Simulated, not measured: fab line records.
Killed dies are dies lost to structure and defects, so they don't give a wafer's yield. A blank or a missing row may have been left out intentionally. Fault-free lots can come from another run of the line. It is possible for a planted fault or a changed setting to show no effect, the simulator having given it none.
fab line records	flow gf180mcu
record: lots: 5	wafers: 15	last_day: 33
route steps=602 shown STI@4
lots that met no fault: from a run of the same line without faults
start_h: the number of hours between the record's first day and the start of the first shown wafer of the lot	wait_h: hours from the lot's prior step to this one	" as in the row above	L1.1+2: several wafers, shown together as one row	- no value, or no start given	* or withheld: withheld	< > ~ a bound
route shown NAME@n: NAME is a module with steps in the file, n the number in the route of the first one	usual: average and standard deviation across the fault-free wafers	same: alike in all rows	chamber/n: place in a boat	sites: each site's reading	_std_site: their standard deviation	_edge_site: mean of outer sites minus mean of inner sites	radius_mm: for every site, how far away it sits from the centre of the wafer	mask NAME#n: copy n	behind: the tool/chamber that last shaped the wafer	hold: reason for holding the lot/hours on hold/outcome of the hold	device: names the non-switching transistor (n, p or np)	end of line: the tests these same wafers got at the end of their route	for a step that has no rows: nothing shown but its recipe	killed: count of dies lost to structure and defects at first sort (not the wafer's yield)	map: a wafer's dies, marking killed ones x, the rest . and places with no die _
set.NAME: the setting the step ran with; set.NAME@STEP: the setting that earlier step ran with	model.NAME: the simulator's own value behind a step, which no gauge read
lots at selected steps of the route; one table per step, one row per wafer
services: the hour from which a tool's chamber was out of use, counted from the record's first day as start_h (under 0 if before that day), plus the number of hours and why
== steps ==
step: GF_STI_CVD_03
recipe: material: Si3N4	precursor: DCS/NH3	target_thk_nm: 207.16	temp_c: 770	time_s: 3551	pressure_mtorr: 256.1
usual: spike_tc_centre_C: 770.0/1.1	zone_power_centre_pct: 12.9/1.1
lot.wafer	tool	chamber	start_h	wait_h	spike_tc_centre_C	zone_power_centre_pct
L083.2	lpcvd-01	0	56.90	0.0	768.5	12.6
L083.4	"	0	"	"	770.7	12.6
L083.6	"	0	"	"	769.7	12.3
L085.1	lpcvd-01	1	66.67	0.1	768.4	13.3
L085.2	"	1	"	"	769.5	13.1
L085.4	"	1	"	"	769.0	13.2
L088.3	lpcvd-02	0	83.82	0.0	772.6	11.7
L088.4	"	0	"	"	769.6	11.6
L088.5	"	0	"	"	770.6	11.8
L091.2	lpcvd-02	1	96.63	0.0	771.2	15.4
L091.3	"	1	"	"	771.9	15.5
L091.6	"	1	"	"	770.8	15.6
L093.1	lpcvd-02	1	108.64	0.6	770.6	15.7
L093.2	"	1	"	"	771.6	15.5
L093.6	"	1	"	"	771.1	15.4
step: GF_STI_THK_MEAS_04
recipe: reads: Si3N4_of_STI_CVD_03
usual: STI_CVD_03_THK: 208.3/1.7
lot.wafer	tool	chamber	start_h	wait_h	STI_CVD_03_THK[nm]
L083.2	film_metro-04	-	58.90	0.0	208.2
L083.4	"	-	"	"	207.9
L083.6	"	-	"	"	207.9
L085.1	film_metro-04	-	68.66	0.0	207.2
L085.2	"	-	"	"	206.0
L085.4	"	-	"	"	207.2
L088.3	film_metro-01	-	85.82	0.0	210.4
L088.4	"	-	"	"	209.0
L088.5	"	-	"	"	208.8
L091.2	film_metro-01	-	98.62	0.0	206.2
L091.3	"	-	"	"	205.5
L091.6	"	-	"	"	205.5
L093.1	film_metro-02	-	110.63	0.0	210.7
L093.2	"	-	"	"	209.5
L093.6	"	-	"	"	209.9
step: GF_STI_DEHYDRATE_05
recipe: temp_c: 200	time_s: 60
usual: chill_plate_temp_C: 22.99/0.1	exhaust_pa: 45.0/0.88
lot.wafer	tool	chamber	start_h	wait_h	chill_plate_temp_C	exhaust_pa
L083.2	litho_track-01	0	64.28	5.4	22.98	44.9
L083.4	"	0	"	"	23.18	45.2
L083.6	"	0	"	"	23.04	45.1
L085.1	litho_track-01	0	75.11	6.4	22.99	43.2
L085.2	"	0	"	"	22.91	45.1
L085.4	"	0	"	"	22.89	43.9
L088.3	litho_track-01	0	91.96	6.1	22.89	44.9
L088.4	"	0	"	"	22.88	45.3
L088.5	"	0	"	"	22.75	45.8
L091.2	litho_track-01	0	105.33	6.7	22.75	44.7
L091.3	"	0	"	"	22.96	44.8
L091.6	"	0	"	"	23.00	44.9
L093.1	litho_track-03	0	116.91	6.3	22.91	44.8
L093.2	"	0	"	"	22.99	44.3
L093.6	"	0	"	"	23.13	45.4
step: GF_STI_HMDS_06
recipe: prime_time_s: 60	prime_temp_c: 120
usual: chill_plate_temp_C: 23.01/0.1	exhaust_pa: 45.0/0.86	prime_temp_c: 119.96/0.13
lot.wafer	tool	chamber	start_h	wait_h	chill_plate_temp_C	exhaust_pa	prime_temp_c
L083.2	litho_track-01	0	64.43	0.1	23.10	45.9	120.05
L083.4	"	0	"	"	22.93	45.9	119.99
L083.6	"	0	"	"	22.81	47.5	120.05
L085.1	litho_track-01	0	75.26	0.1	22.91	45.0	120.04
L085.2	"	0	"	"	22.94	44.5	119.98
L085.4	"	0	"	"	22.99	45.2	120.01
L088.3	litho_track-01	0	92.11	0.1	23.05	45.3	119.78
L088.4	"	0	"	"	23.06	44.4	120.00
L088.5	"	0	"	"	23.04	43.8	119.96
L091.2	litho_track-01	0	105.48	0.1	23.02	46.2	120.07
L091.3	"	0	"	"	22.89	45.1	119.94
L091.6	"	0	"	"	23.17	45.9	120.01
L093.1	litho_track-03	0	117.06	0.1	22.90	44.5	119.88
L093.2	"	0	"	"	22.93	44.6	119.71
L093.6	"	0	"	"	22.89	45.6	119.91
step: GF_STI_COAT_07
recipe: resist: KrF	spin_rpm: withheld	resist_thk_nm: 700
usual: chill_plate_temp_C: 22.98/0.11	exhaust_pa: 44.9/0.95
lot.wafer	tool	chamber	start_h	wait_h	chill_plate_temp_C	exhaust_pa
L083.2	litho_track-01	0	64.58	0.1	23.03	44.3
L083.4	"	0	"	"	23.18	44.0
L083.6	"	0	"	"	23.15	45.1
L085.1	litho_track-01	0	75.41	0.1	23.15	46.3
L085.2	"	0	"	"	22.98	45.2
L085.4	"	0	"	"	22.90	46.4
L088.3	litho_track-01	0	92.26	0.1	23.03	44.8
L088.4	"	0	"	"	22.89	44.9
L088.5	"	0	"	"	22.98	44.0
L091.2	litho_track-01	0	105.63	0.1	23.03	46.5
L091.3	"	0	"	"	22.92	45.8
L091.6	"	0	"	"	22.96	45.5
L093.1	litho_track-03	0	117.21	0.1	22.82	43.6
L093.2	"	0	"	"	23.05	43.9
L093.6	"	0	"	"	23.08	42.9
step: GF_STI_SOFTBAKE_08
recipe: temp_c: 130	time_s: 60	resist: KrF
usual: chill_plate_temp_C: 23.00/0.12	exhaust_pa: 44.9/0.92
lot.wafer	tool	chamber	start_h	wait_h	chill_plate_temp_C	exhaust_pa
L083.2	litho_track-01	0	64.73	0.1	22.83	44.9
L083.4	"	0	"	"	22.92	44.8
L083.6	"	0	"	"	22.80	45.0
L085.1	litho_track-01	0	75.56	0.1	22.99	45.0
L085.2	"	0	"	"	22.92	44.8
L085.4	"	0	"	"	22.96	44.6
L088.3	litho_track-01	0	92.41	0.1	23.00	43.9
L088.4	"	0	"	"	23.08	44.7
L088.5	"	0	"	"	23.20	43.5
L091.2	litho_track-01	0	105.78	0.1	23.24	44.8
L091.3	"	0	"	"	23.17	44.8
L091.6	"	0	"	"	22.94	44.5
L093.1	litho_track-03	0	117.36	0.1	23.16	45.9
L093.2	"	0	"	"	23.10	46.0
L093.6	"	0	"	"	23.01	47.8
step: GF_STI_EXPOSE_09
recipe: mask_id: COMP	target_cd_nm: 220	na: 0.68	source_shape: conventional	sigma_outer: 0.6	dose_mj: 28
lot.wafer	tool	chamber	start_h	wait_h	mask
L083.2+4+6	krf_scanner-02	0	-	-	COMP#0
L085.1+2+4	krf_scanner-01	0	-	-	COMP#0
L088.3+4+5	krf_scanner-01	0	-	-	COMP#0
L091.2+3+6	krf_scanner-01	0	-	-	COMP#0
L093.1+2+6	krf_scanner-02	0	-	-	COMP#0
step: GF_STI_PEB_10
recipe: peb_temp_c: 135	peb_time_s: 90	resist: KrF
usual: chill_plate_temp_C: 23.01/0.1	exhaust_pa: 45.0/0.93
lot.wafer	tool	chamber	start_h	wait_h	chill_plate_temp_C	exhaust_pa
L083.2	litho_track-01	0	-	-	22.92	45.1
L083.4	"	0	"	"	22.92	46.5
L083.6	"	0	"	"	23.05	46.3
L085.1	litho_track-02	0	-	-	23.19	43.9
L085.2	"	0	"	"	22.94	45.4
L085.4	"	0	"	"	22.95	44.4
L088.3	litho_track-03	0	-	-	23.01	45.5
L088.4	"	0	"	"	23.05	45.8
L088.5	"	0	"	"	23.05	45.1
L091.2	litho_track-02	0	-	-	23.14	46.6
L091.3	"	0	"	"	23.12	45.5
L091.6	"	0	"	"	22.97	45.8
L093.1	litho_track-03	0	-	-	22.98	45.3
L093.2	"	0	"	"	23.08	45.1
L093.6	"	0	"	"	22.96	45.4
step: GF_STI_DEVELOP_11
recipe: develop_time_s: 60	dev_temp_c: 21
usual: chill_plate_temp_C: 23.00/0.11	exhaust_pa: 44.9/0.81
lot.wafer	tool	chamber	start_h	wait_h	chill_plate_temp_C	exhaust_pa
L083.2	litho_track-01	0	71.18	0.2	22.95	44.4
L083.4	"	0	"	"	23.17	44.5
L083.6	"	0	"	"	23.11	45.0
L085.1	litho_track-02	0	82.06	0.2	23.00	45.6
L085.2	"	0	"	"	22.86	45.9
L085.4	"	0	"	"	22.98	45.4
L088.3	litho_track-03	0	99.51	0.1	22.99	45.2
L088.4	"	0	"	"	23.01	44.0
L088.5	"	0	"	"	23.08	43.7
L091.2	litho_track-02	0	112.64	0.2	22.86	44.7
L091.3	"	0	"	"	22.91	45.1
L091.6	"	0	"	"	22.84	45.6
L093.1	litho_track-03	0	124.71	0.2	23.08	45.1
L093.2	"	0	"	"	23.09	44.8
L093.6	"	0	"	"	23.05	44.5
step: GF_STI_CD_MEAS_12
recipe: target_cd_nm: 220
usual: cd_nm: 220.0/1.2
lot.wafer	tool	chamber	start_h	wait_h	cd_nm
L083.2	cd_sem-01	-	71.33	0.1	220.3
L083.4	"	-	"	"	220.8
L083.6	"	-	"	"	221.0
L085.1	cd_sem-01	-	82.21	0.1	220.3
L085.2	"	-	"	"	220.7
L085.4	"	-	"	"	221.2
L088.3	cd_sem-02	-	99.65	0.1	220.8
L088.4	"	-	"	"	220.1
L088.5	"	-	"	"	219.7
L091.2	cd_sem-01	-	112.78	0.1	220.3
L091.3	"	-	"	"	219.9
L091.6	"	-	"	"	219.1
L093.1	cd_sem-01	-	124.86	0.1	221.1
L093.2	"	-	"	"	221.4
L093.6	"	-	"	"	221.7
step: GF_STI_ETCH_13
recipe: chemistry: CHF3/O2	stop_on: Si	over_etch_frac: 0.3	target_depth_a: 2823.1	source_w: 600	bias_w: 200	pressure_mtorr: 40	chf3_flow_sccm: 50	O2_flow_sccm: 5	time_s: 112.9
usual: bias_w: 200.0/0.57	chf3_flow_sccm: 50.00/0.16	drypump_motor_current_A: 5.8/0.47	oes_product_au: 0.835/0.006	throttle_valve_pct: 8.810/0.0091
lot.wafer	tool	chamber	start_h	wait_h	bias_w	chf3_flow_sccm	drypump_motor_current_A	oes_product_au	rf_hours_counter_h	throttle_valve_pct
L083.2	rie_diel-04	3	71.43	0.1	200.2	49.99	5.3	0.829	84	8.816
L083.4	"	2	"	"	199.8	50.26	6.0	0.842	-	8.813
L083.6	"	1	"	"	198.7	49.93	6.0	0.832	-	8.804
L085.1	rie_diel-02	0	82.33	0.1	199.5	49.98	5.7	0.838	1	8.806
L085.2	"	3	"	"	200.9	50.00	6.3	0.827	7	8.809
L085.4	"	2	"	"	199.4	49.76	6.6	0.833	162	8.798
L088.3	rie_diel-04	2	99.73	0.1	200.5	50.22	6.0	0.847	113	8.806
L088.4	"	3	"	"	199.6	50.18	5.3	0.835	85	8.819
L088.5	"	1	"	"	200.5	49.83	6.1	0.838	-	8.833
L091.2	rie_diel-02	2	112.88	0.1	200.8	49.89	6.6	0.827	163	8.815
L091.3	"	0	"	"	199.6	49.91	5.7	0.818	2	8.825
L091.6	"	1	"	"	201.0	50.03	5.2	0.819	-	8.812
L093.1	rie_diel-03	0	124.98	0.1	200.7	49.95	5.6	0.841	116	8.814
L093.2	"	2	"	"	200.0	49.83	4.9	0.838	144	8.806
L093.6	"	1	"	"	200.2	50.04	5.8	0.834	-	8.818
step: GF_STI_ETCH_14
recipe: target: Si	chemistry: HBr/Cl2/O2	target_depth_nm: 360	icp_w: 600	bias_w: 150	pressure_mtorr: 15	HBr_flow_sccm: 150	Cl2_flow_sccm: 40	O2_flow_sccm: 6	time_s: 102.9
usual: HBr_flow_sccm: 150.0/0.5	bias_w: 150.0/0.46	drypump_motor_current_A: 5.6/0.37	oes_product_au: 0.998/0.01	throttle_valve_pct: 25.657/0.012
lot.wafer	tool	chamber	start_h	wait_h	HBr_flow_sccm	bias_w	drypump_motor_current_A	oes_product_au	rf_hours_counter_h	throttle_valve_pct
L083.2	rie_si-02	3	71.51	0.0	150.0	150.3	5.4	1.005	90	25.664
L083.4	"	0	"	"	149.8	150.5	5.4	1.001	64	25.659
L083.6	"	0	"	"	149.7	150.7	5.4	1.011	-	25.644
L085.1	rie_si-02	3	82.41	0.0	149.6	150.5	5.5	0.997	90	25.657
L085.2	"	2	"	"	150.2	150.2	5.8	0.988	4	25.662
L085.4	"	0	"	"	149.6	149.8	5.4	1.006	64	25.648
L088.3	rie_si-01	0	99.81	0.0	150.4	150.5	5.2	1.008	8	25.649
L088.4	"	1	"	"	149.6	150.0	6.4	1.009	102	25.659
L088.5	"	2	"	"	149.3	150.4	5.3	1.006	-	25.656
L091.2	rie_si-01	1	112.96	0.0	150.6	150.2	6.5	1.008	103	25.640
L091.3	"	2	"	"	150.6	149.6	5.3	1.001	25	25.654
L091.6	"	3	"	"	149.9	150.4	5.7	0.982	-	25.665
L093.1	rie_si-02	2	125.06	0.0	150.8	150.6	5.8	0.976	4	25.675
L093.2	"	1	"	"	148.8	149.7	5.8	0.991	30	25.664
L093.6	"	3	"	"	149.9	149.1	5.4	0.992	-	25.674
step: GF_STI_STRIP_15
recipe: chemistry: O2/N2	power_w: 1400	pressure_mtorr: 1500	platen_temp_c: 250	o2_flow_sccm: 3000	n2_flow_sccm: 300	overash_fraction: 0.5
usual: drypump_motor_current_A: 5.5/0.33	heater_power_w: 332/26	oes_product_au: 0.385/0.0048	strip_time_to_endpoint_s: 3.73/0.047
lot.wafer	tool	chamber	start_h	wait_h	drypump_motor_current_A	heater_power_w	oes_product_au	rf_hours_counter_h	strip_time_to_endpoint_s
L083.2	plasma_asher-03	0	71.58	0.0	5.2	319	0.389	26	3.74
L083.4	"	0	"	"	5.2	333	0.390	-	3.71
L083.6	"	1	"	"	5.1	306	0.377	-	3.77
L085.1	plasma_asher-01	0	82.49	0.0	5.6	313	0.388	42	3.75
L085.2	"	1	"	"	5.5	363	0.386	42	3.78
L085.4	"	1	"	"	5.5	370	0.381	-	3.74
L088.3	plasma_asher-02	1	99.92	0.1	6.1	362	0.378	-	3.71
L088.4	"	0	"	"	5.9	336	0.378	-	3.73
L088.5	"	0	"	"	5.9	332	0.385	-	3.76
L091.2	plasma_asher-03	0	113.04	0.0	5.3	332	0.386	31	3.76
L091.3	"	0	"	"	5.3	338	0.385	-	3.75
L091.6	"	1	"	"	5.1	304	0.389	-	3.76
L093.1	plasma_asher-03	0	125.14	0.0	5.3	332	0.380	32	3.75
L093.2	"	1	"	"	5.1	311	0.380	32	3.74
L093.6	"	0	"	"	5.2	344	0.387	-	3.76
step: GF_STI_CLEAN_16
recipe: chemistry: dHF	time_s: 25	dilution: 100:1
lot.wafer	tool	chamber	start_h	wait_h
L083.2+4+6	wet_bench-02	2	71.68	0.1
L085.1+2+4	wet_bench-03	1	82.59	0.1
L088.3+4+5	wet_bench-03	1	99.99	0.0
L091.2+3+6	wet_bench-01	3	113.14	0.1
L093.1+2+6	wet_bench-03	2	125.24	0.1
step: GF_STI_WET_ETCH_17
recipe: chemistry: H3PO4	target_depth_nm: 45	temp_c: 160	target: Si3N4	time_s: 514
usual: bath_heat_duty_pct: 26.7/2.4
lot.wafer	tool	chamber	start_h	wait_h	bath_heat_duty_pct
L083.2	wet_bench-03	0	71.70	0.0	30.6
L083.4	"	0	"	"	30.5
L083.6	"	0	"	"	31.0
L085.1	wet_bench-01	1	82.60	0.0	25.1
L085.2	"	1	"	"	25.3
L085.4	"	1	"	"	25.0
L088.3	wet_bench-02	1	100.00	0.0	26.8
L088.4	"	1	"	"	26.4
L088.5	"	1	"	"	28.7
L091.2	wet_bench-03	0	113.15	0.0	30.2
L091.3	"	0	"	"	30.0
L091.6	"	0	"	"	32.6
L093.1	wet_bench-01	2	125.25	0.0	28.0
L093.2	"	2	"	"	29.3
L093.6	"	2	"	"	29.5
step: GF_STI_CLEAN_18
recipe: chemistry: SC1/SC2	mix: 1:4:20	temp_c: 70	time_s: 150
usual: bath_heat_duty_pct: 13.8/1.3
lot.wafer	tool	chamber	start_h	wait_h	bath_heat_duty_pct
L083.2	wet_bench-01	0	71.86	0.0	14.4
L083.4	"	0	"	"	13.5
L083.6	"	0	"	"	15.2
L085.1	wet_bench-03	2	82.90	0.0	13.4
L085.2	"	2	"	"	13.4
L085.4	"	2	"	"	14.0
L088.3	wet_bench-01	2	100.15	0.0	13.8
L088.4	"	2	"	"	15.0
L088.5	"	2	"	"	14.3
L091.2	wet_bench-02	1	113.30	0.0	15.7
L091.3	"	1	"	"	14.9
L091.6	"	1	"	"	13.0
L093.1	wet_bench-03	0	125.42	0.0	15.0
L093.2	"	0	"	"	15.9
L093.6	"	0	"	"	14.0
step: GF_STI_CLEAN_19
recipe: chemistry: dHF	time_s: 20	dilution: 100:1
lot.wafer	tool	chamber	start_h	wait_h
L083.2+4+6	wet_bench-02	0	71.91	0.0
L085.1+2+4	wet_bench-01	1	82.95	0.0
L088.3+4+5	wet_bench-03	3	100.21	0.0
L091.2+3+6	wet_bench-01	1	113.35	0.0
L093.1+2+6	wet_bench-01	2	125.47	0.0
step: GF_STI_WET_ETCH_20
recipe: chemistry: dHF	dilution: 100:1	target_depth_nm: 20	temp_c: 25	dry: ipa_marangoni	target: SiO2	time_s: 400
usual: bath_heat_duty_pct: 6.3/0.77
lot.wafer	tool	chamber	start_h	wait_h	bath_heat_duty_pct
L083.2	wet_bench-01	3	71.93	0.0	5.4
L083.4	"	3	"	"	5.7
L083.6	"	3	"	"	6.3
L085.1	wet_bench-03	2	82.98	0.0	5.3
L085.2	"	2	"	"	6.7
L085.4	"	2	"	"	7.1
L088.3	wet_bench-02	3	100.22	0.0	5.9
L088.4	"	3	"	"	6.4
L088.5	"	3	"	"	4.7
L091.2	wet_bench-03	0	113.37	0.0	6.7
L091.3	"	0	"	"	7.0
L091.6	"	0	"	"	6.3
L093.1	wet_bench-02	3	125.48	0.0	5.1
L093.2	"	3	"	"	6.5
L093.6	"	3	"	"	5.3
step: GF_STI_OXIDATION_21
recipe: temp_c: 1000	ambient: O2	stabilise_s: 600	purge_s: 300	target_thk_a: 150	ox_time_s: 458
usual: spike_tc_centre_C: 999.8/1.3	zone_power_centre_pct: 21.6/2.9
lot.wafer	tool	chamber	start_h	wait_h	spike_tc_centre_C	zone_power_centre_pct
L083.2	furnace-02	0	72.81	0.8	998.7	19.5
L083.4	"	0	"	"	1000.4	19.6
L083.6	"	0	"	"	999.6	19.7
L085.1	furnace-01	0	83.76	0.7	998.4	25.9
L085.2	"	0	"	"	999.1	25.5
L085.4	"	0	"	"	1001.5	25.7
L088.3	furnace-02	0	101.51	1.2	997.7	19.7
L088.4	"	0	"	"	998.9	19.3
L088.5	"	0	"	"	999.6	19.9
L091.2	furnace-02	0	113.49	0.0	1001.6	19.2
L091.3	"	0	"	"	999.2	19.4
L091.6	"	0	"	"	1000.0	19.9
L093.1	furnace-02	0	125.65	0.1	998.5	19.8
L093.2	"	0	"	"	1001.6	19.7
L093.6	"	0	"	"	997.2	19.6
step: GF_STI_THK_MEAS_22
recipe: reads: SiO2_of_STI_OXIDATION_21
usual: STI_OXIDATION_01_THK: 15.03/0.25
lot.wafer	tool	chamber	start_h	wait_h	STI_OXIDATION_01_THK[nm]
L083.2	film_metro-02	-	73.94	0.0	15.24
L083.4	"	-	"	"	14.83
L083.6	"	-	"	"	15.05
L085.1	film_metro-01	-	84.88	0.0	15.34
L085.2	"	-	"	"	15.19
L085.4	"	-	"	"	15.19
L088.3	film_metro-04	-	102.66	0.0	15.20
L088.4	"	-	"	"	15.44
L088.5	"	-	"	"	15.39
L091.2	film_metro-04	-	114.62	0.0	15.14
L091.3	"	-	"	"	14.98
L091.6	"	-	"	"	15.28
L093.1	film_metro-01	-	126.78	0.0	14.95
L093.2	"	-	"	"	14.78
L093.6	"	-	"	"	14.95
step: GF_STI_CVD_23
recipe: material: SiO2	target_thk_nm: 650	sigma_open_frac: 0.3	time_s: 108.3	temp_c: 600	sih4_flow_sccm: 61.58	pressure_mtorr: 6
usual: sih4_flow_sccm: 61.62/0.18
lot.wafer	tool	chamber	start_h	wait_h	sih4_flow_sccm
L083.2	hdpcvd-02	1	73.99	0.0	61.68
L083.4	"	1	"	"	61.68
L083.6	"	0	"	"	61.68
L085.1	hdpcvd-02	1	84.94	0.1	61.69
L085.2	"	0	"	"	61.48
L085.4	"	0	"	"	61.45
L088.3	hdpcvd-01	0	102.70	0.0	61.66
L088.4	"	0	"	"	61.65
L088.5	"	2	"	"	61.37
L091.2	hdpcvd-01	0	114.67	0.0	61.53
L091.3	"	2	"	"	61.66
L091.6	"	1	"	"	61.60
L093.1	hdpcvd-02	0	126.84	0.1	61.35
L093.2	"	1	"	"	61.73
L093.6	"	2	"	"	62.03
step: GF_STI_THK_MEAS_24
recipe: reads: SiO2_of_STI_CVD_23
usual: STI_CVD_23_THK: 669/6.6
lot.wafer	tool	chamber	start_h	wait_h	STI_CVD_23_THK[nm]
L083.2	film_metro-01	-	74.08	0.0	667
L083.4	"	-	"	"	659
L083.6	"	-	"	"	656
L085.1	film_metro-01	-	85.02	0.0	668
L085.2	"	-	"	"	666
L085.4	"	-	"	"	667
L088.3	film_metro-04	-	102.80	0.1	671
L088.4	"	-	"	"	671
L088.5	"	-	"	"	676
L091.2	film_metro-01	-	114.76	0.0	669
L091.3	"	-	"	"	675
L091.6	"	-	"	"	679
L093.1	film_metro-04	-	126.92	0.0	662
L093.2	"	-	"	"	668
L093.6	"	-	"	"	658
step: GF_STI_CMP_25
recipe: stop_on: Si3N4	t_overpolish_s: 33	down_force_psi: 4	platen_rpm: 60	target_thk_nm: 524.6	pad_velocity_m_s: 0.94248
usual: motor_current_A: 12.3/0.69	overpolish_run_s: 32.999/0.0074	time_to_endpoint_s: 123/5.2
lot.wafer	tool	chamber	start_h	wait_h	motor_current_A	overpolish_run_s	time_to_endpoint_s
L083.4	cmp-02	2	74.18	0.1	12.9	32.997	118
L083.2	"	3	"	"	13.1	33.000	125
L083.6	"	1	"	"	11.7	32.999	124
L085.4	cmp-01	2	85.09	0.0	11.2	33.004	124
L085.1	"	3	"	"	12.2	32.986	115
L085.2	"	0	"	"	13.0	32.996	115
L088.3	cmp-01	3	102.89	0.1	13.0	33.000	117
L088.4	"	0	"	"	13.0	33.004	119
L088.5	"	2	"	"	10.9	32.994	124
L091.2	cmp-02	0	114.81	0.0	13.2	32.988	134
L091.3	"	2	"	"	12.8	32.997	125
L091.6	"	1	"	"	11.8	32.996	127
L093.1	cmp-01	3	127.08	0.1	12.7	33.006	119
L093.2	"	0	"	"	12.7	32.997	122
L093.6	"	1	"	"	11.8	32.997	120
step: GF_STI_WET_ETCH_26
recipe: chemistry: dHF	target_depth_nm: 94	target: SiO2	temp_c: 25	dilution: 10:1	time_s: 188
usual: bath_heat_duty_pct: 6.3/0.58
lot.wafer	tool	chamber	start_h	wait_h	bath_heat_duty_pct
L083.2	wet_bench-03	2	74.43	0.1	6.1
L083.4	"	2	"	"	5.9
L083.6	"	2	"	"	5.7
L085.1	wet_bench-01	1	85.39	0.2	5.6
L085.2	"	1	"	"	6.5
L085.4	"	1	"	"	5.7
L088.3	wet_bench-03	3	103.14	0.2	6.1
L088.4	"	3	"	"	7.3
L088.5	"	3	"	"	6.1
L091.2	wet_bench-02	2	115.11	0.2	6.9
L091.3	"	2	"	"	6.3
L091.6	"	2	"	"	6.3
L093.1	wet_bench-03	3	127.28	0.1	6.3
L093.2	"	3	"	"	6.8
L093.6	"	3	"	"	6.5
step: GF_STI_WET_ETCH_27
recipe: chemistry: H3PO4	target_depth_nm: 160	target: Si3N4	temp_c: 160	time_s: 1825
usual: bath_heat_duty_pct: 27.3/2.5
lot.wafer	tool	chamber	start_h	wait_h	bath_heat_duty_pct
L083.2	wet_bench-02	1	74.50	0.0	25.8
L083.4	"	1	"	"	25.0
L083.6	"	1	"	"	27.2
L085.1	wet_bench-02	3	85.45	0.0	25.1
L085.2	"	3	"	"	24.2
L085.4	"	3	"	"	24.8
L088.3	wet_bench-02	2	103.20	0.0	29.6
L088.4	"	2	"	"	27.6
L088.5	"	2	"	"	28.7
L091.2	wet_bench-03	0	115.17	0.0	27.8
L091.3	"	0	"	"	32.2
L091.6	"	0	"	"	31.6
L093.1	wet_bench-01	3	127.34	0.0	25.7
L093.2	"	3	"	"	26.0
L093.6	"	3	"	"	26.3
step: GF_STI_WET_ETCH_28
recipe: chemistry: dHF	target_depth_nm: 20	dry: ipa_marangoni	target: SiO2	temp_c: 25	dilution: 10:1	time_s: 40
usual: bath_heat_duty_pct: 6.5/0.68
lot.wafer	tool	chamber	start_h	wait_h	bath_heat_duty_pct
L083.2	wet_bench-01	0	75.06	0.0	7.0
L083.4	"	0	"	"	7.3
L083.6	"	0	"	"	7.4
L085.1	wet_bench-01	2	85.96	0.0	6.3
L085.2	"	2	"	"	6.6
L085.4	"	2	"	"	6.2
L088.3	wet_bench-03	3	103.71	0.0	7.8
L088.4	"	3	"	"	6.5
L088.5	"	3	"	"	6.5
L091.2	wet_bench-02	1	115.69	0.0	5.9
L091.3	"	1	"	"	6.7
L091.6	"	1	"	"	6.0
L093.1	wet_bench-03	2	127.85	0.0	5.2
L093.2	"	2	"	"	5.4
L093.6	"	2	"	"	6.7
step: GF_STI_OXIDATION_29
recipe: temp_c: 900	ambient: O2	stabilise_s: 600	purge_s: 300	target_thk_a: 100	ox_time_s: 1418
usual: spike_tc_centre_C: 900.2/1.1	zone_power_centre_pct: 18.7/2.3
lot.wafer	tool	chamber	start_h	wait_h	spike_tc_centre_C	zone_power_centre_pct
L083.2	furnace-01	0	77.91	2.8	900.8	20.3
L083.4	"	0	"	"	900.4	20.5
L083.6	"	0	"	"	900.2	20.6
L085.1	furnace-01	0	86.51	0.5	900.4	20.9
L085.2	"	0	"	"	900.5	20.4
L085.4	"	0	"	"	901.1	20.3
L088.3	furnace-01	0	104.36	0.6	900.4	20.4
L088.4	"	0	"	"	901.8	20.0
L088.5	"	0	"	"	898.6	20.1
L091.2	furnace-02	0	116.53	0.8	897.4	15.6
L091.3	"	0	"	"	900.4	15.7
L091.6	"	0	"	"	899.3	15.5
L093.1	furnace-02	0	128.36	0.5	898.2	15.4
L093.2	"	0	"	"	899.8	15.6
L093.6	"	0	"	"	899.4	15.4
step: GF_STI_THK_MEAS_30
recipe: reads: SiO2_of_STI_OXIDATION_29
usual: STI_OXIDATION_02_THK: 10.04/0.22
lot.wafer	tool	chamber	start_h	wait_h	STI_OXIDATION_02_THK[nm]
L083.2	film_metro-04	-	79.32	0.0	10.04
L083.4	"	-	"	"	10.09
L083.6	"	-	"	"	9.97
L085.1	film_metro-01	-	87.91	0.0	10.16
L085.2	"	-	"	"	10.07
L085.4	"	-	"	"	10.14
L088.3	film_metro-04	-	105.77	0.0	10.33
L088.4	"	-	"	"	10.53
L088.5	"	-	"	"	10.39
L091.2	film_metro-02	-	117.94	0.0	10.05
L091.3	"	-	"	"	10.12
L091.6	"	-	"	"	10.10
L093.1	film_metro-04	-	129.76	0.0	9.53
L093.2	"	-	"	"	9.46
L093.6	"	-	"	"	9.60
== services ==
tool	chamber	start_h	hours	kind
hdpcvd-01	-	35.78	6.0	pm
krf_scanner-01	-	39.11	1.0	pm
hdpcvd-01	1	43.27	6.7	repair
krf_scanner-02	-	48.01	1.0	pm
cmp-02	-	52.21	4.9	pm
krf_scanner-02	-	54.96	0.2	repair
krf_scanner-02	-	57.40	1.3	pm
krf_scanner-01	-	63.92	1.3	pm
cmp-01	-	64.22	4.0	pm
wet_bench-01	-	66.72	1.2	repair
furnace-01	-	71.20	6.7	pm
wet_bench-02	-	81.33	3.2	repair
krf_scanner-01	-	82.48	6.1	repair
cmp-02	-	82.61	1.2	repair
cmp-02	-	83.86	6.4	pm
hdpcvd-01	-	84.21	1.3	repair
cmp-02	-	94.14	0.3	repair
lpcvd-01	-	96.17	2.8	pm
lpcvd-01	-	103.56	6.0	pm
rie_si-01	0	103.73	1.2	repair
hdpcvd-02	1	108.24	3.5	repair
rie_si-01	-	110.25	0.6	repair
wet_bench-03	-	122.42	1.1	repair
furnace-01	-	128.07	3.3	pm
== key ==
fault none
